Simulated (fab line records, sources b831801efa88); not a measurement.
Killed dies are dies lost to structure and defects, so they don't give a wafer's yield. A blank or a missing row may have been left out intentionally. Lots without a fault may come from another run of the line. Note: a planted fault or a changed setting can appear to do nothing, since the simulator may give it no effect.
Which tool is to blame? || flow gf180mcu || 33 wafers from 11 lots sampled at 4 of the route's 602 steps

## WHAT THE GAUGES SHOWED, per wafer
GF_V2_RS_MEAS_24: a four-point-probe measurement.
{"lot": "L500", "measured": "day 20 14:44", "on": "film_metro-03", "V2_W_RS (ohm/sq)": "0.330 0.331 0.334"}
{"lot": "L505", "measured": "day 22 15:53", "on": "film_metro-02", "V2_W_RS (ohm/sq)": "0.333 0.331 0.326"}
{"lot": "L508", "measured": "day 23 23:13", "on": "film_metro-03", "V2_W_RS (ohm/sq)": "0.328 0.331 0.329"}
{"lot": "L510", "measured": "day 24 06:11", "on": "film_metro-03", "V2_W_RS (ohm/sq)": "0.324 0.504 0.325"}
{"lot": "L511", "measured": "day 25 02:56", "on": "film_metro-02", "V2_W_RS (ohm/sq)": "0.329 0.500 0.328"}
{"lot": "L512", "measured": "day 25 04:32", "on": "film_metro-03", "V2_W_RS (ohm/sq)": "0.487 0.325 0.326"}
{"lot": "L515", "measured": "day 26 03:07", "on": "film_metro-02", "V2_W_RS (ohm/sq)": "0.328 0.323 0.324"}
{"lot": "L519", "measured": "day 27 04:44", "on": "film_metro-02", "V2_W_RS (ohm/sq)": "0.324 0.325 0.325"}
{"lot": "L520", "measured": "day 27 11:47", "on": "film_metro-01", "V2_W_RS (ohm/sq)": "0.330 0.331 0.330"}
{"lot": "L521", "measured": "day 27 16:41", "on": "film_metro-03", "V2_W_RS (ohm/sq)": "0.323 0.325 0.329"}
{"lot": "L522", "measured": "day 28 04:07", "on": "film_metro-02", "V2_W_RS (ohm/sq)": "0.327 0.328 0.329"}

## WHICH TOOL RAN EACH LOT (tool, then ch and the chambers of the sampled wafers, then the start)
{"lot": "L500", "GF_V1_CVD_23": "cvd_w-02 ch 0,1, day 18 12:01", "GF_V1_CMP_26": "cmp-01 ch 0,2, day 18 12:17", "GF_V2_CVD_23": "cvd_w-02 ch 0,1, day 20 14:37"}
{"lot": "L505", "GF_V1_CVD_23": "cvd_w-02 ch 0,1, day 20 12:41", "GF_V1_CMP_26": "cmp-02 ch 2,3, day 20 13:01", "GF_V2_CVD_23": "cvd_w-02 ch 0,1, day 22 15:47"}
{"lot": "L508", "GF_V1_CVD_23": "cvd_w-02 ch 0,1, day 21 21:57", "GF_V1_CMP_26": "cmp-02 ch 0,3, day 21 22:15", "GF_V2_CVD_23": "cvd_w-02 ch 0,1, day 23 23:05"}
{"lot": "L510", "GF_V1_CVD_23": "cvd_w-02 ch 0,1, day 22 06:32", "GF_V1_CMP_26": "cmp-02 ch 1,2,3, day 22 06:53", "GF_V2_CVD_23": "cvd_w-02 ch 1, day 24 06:03"}
{"lot": "L511", "GF_V1_CVD_23": "cvd_w-01 ch 1, day 22 19:49", "GF_V1_CMP_26": "cmp-01 ch 0,1,2, day 22 20:12", "GF_V2_CVD_23": "cvd_w-02 ch 0,1, day 25 02:48"}
{"lot": "L512", "GF_V1_CVD_23": "cvd_w-02 ch 1, day 23 04:04", "GF_V1_CMP_26": "cmp-02 ch 0,2,3, day 23 04:25", "GF_V2_CVD_23": "cvd_w-02 ch 0,1, day 25 04:26"}
{"lot": "L515", "GF_V1_CVD_23": "cvd_w-01 ch 0,1, day 24 02:52", "GF_V1_CMP_26": "cmp-01 ch 1,2,3, day 24 04:35", "GF_V2_CVD_23": "cvd_w-01 ch 0,1, day 26 03:01"}
{"lot": "L519", "GF_V1_CVD_23": "cvd_w-02 ch 0,1, day 25 07:01", "GF_V1_CMP_26": "cmp-01 ch 0,2,3, day 25 07:25", "GF_V2_CVD_23": "cvd_w-01 ch 0,1, day 27 04:36"}
{"lot": "L520", "GF_V1_CVD_23": "cvd_w-01 ch 0,1, day 25 16:20", "GF_V1_CMP_26": "cmp-02 ch 0,1, day 25 16:37", "GF_V2_CVD_23": "cvd_w-02 ch 0,1, day 27 11:38"}
{"lot": "L521", "GF_V1_CVD_23": "cvd_w-02 ch 0,1, day 25 20:25", "GF_V1_CMP_26": "cmp-02 ch 0,3, day 25 20:42", "GF_V2_CVD_23": "cvd_w-01 ch 0,1, day 27 16:35"}
{"lot": "L522", "GF_V1_CVD_23": "cvd_w-01 ch 0,1, day 26 07:16", "GF_V1_CMP_26": "cmp-02 ch 0,1, day 26 07:37", "GF_V2_CVD_23": "cvd_w-01 ch 0,1, day 28 04:01"}
- GF_V1_CVD_23: deposits W, target thk 350 nm, time 105.05 s.
- GF_V1_CMP_26: polishes, stops on SiO2, t overpolish 15 s, target thk 0 nm.
- GF_V2_CVD_23: deposits W, target thk 350 nm, time 104.94 s.

## THE ANSWER, worked out from the rows above alone
Rule: what is usual is taken from the lots themselves. The widest of any qualifying gaps counts: lots, ordered by their means at a reading, are off when they make up no more than a third of the lots, leave a main group of 4 or more, and stand apart from it by 3 or more times the standard deviation of that group's means. The tables above print the reading to a certain number of digits; a main group whose means all agree to those digits is not used. A lot without any number at a reading at which 4 lots or more have one is off too. The other lots that the step has rows for count as sound.
Off: L510, L511, L512, at GF_V2_RS_MEAS_24 (V2_W_RS). The main group: mean 0.328 ohm/sq, standard deviation 0.0025.
If a tool, at a process step before that reading, ran all the lots that are off and no sound lot after the first of them, it fits. Those tools and the gauges at GF_V2_RS_MEAS_24 are tried in the same way. None of those tried fits.

## WHAT THE SIMULATOR PUT IN
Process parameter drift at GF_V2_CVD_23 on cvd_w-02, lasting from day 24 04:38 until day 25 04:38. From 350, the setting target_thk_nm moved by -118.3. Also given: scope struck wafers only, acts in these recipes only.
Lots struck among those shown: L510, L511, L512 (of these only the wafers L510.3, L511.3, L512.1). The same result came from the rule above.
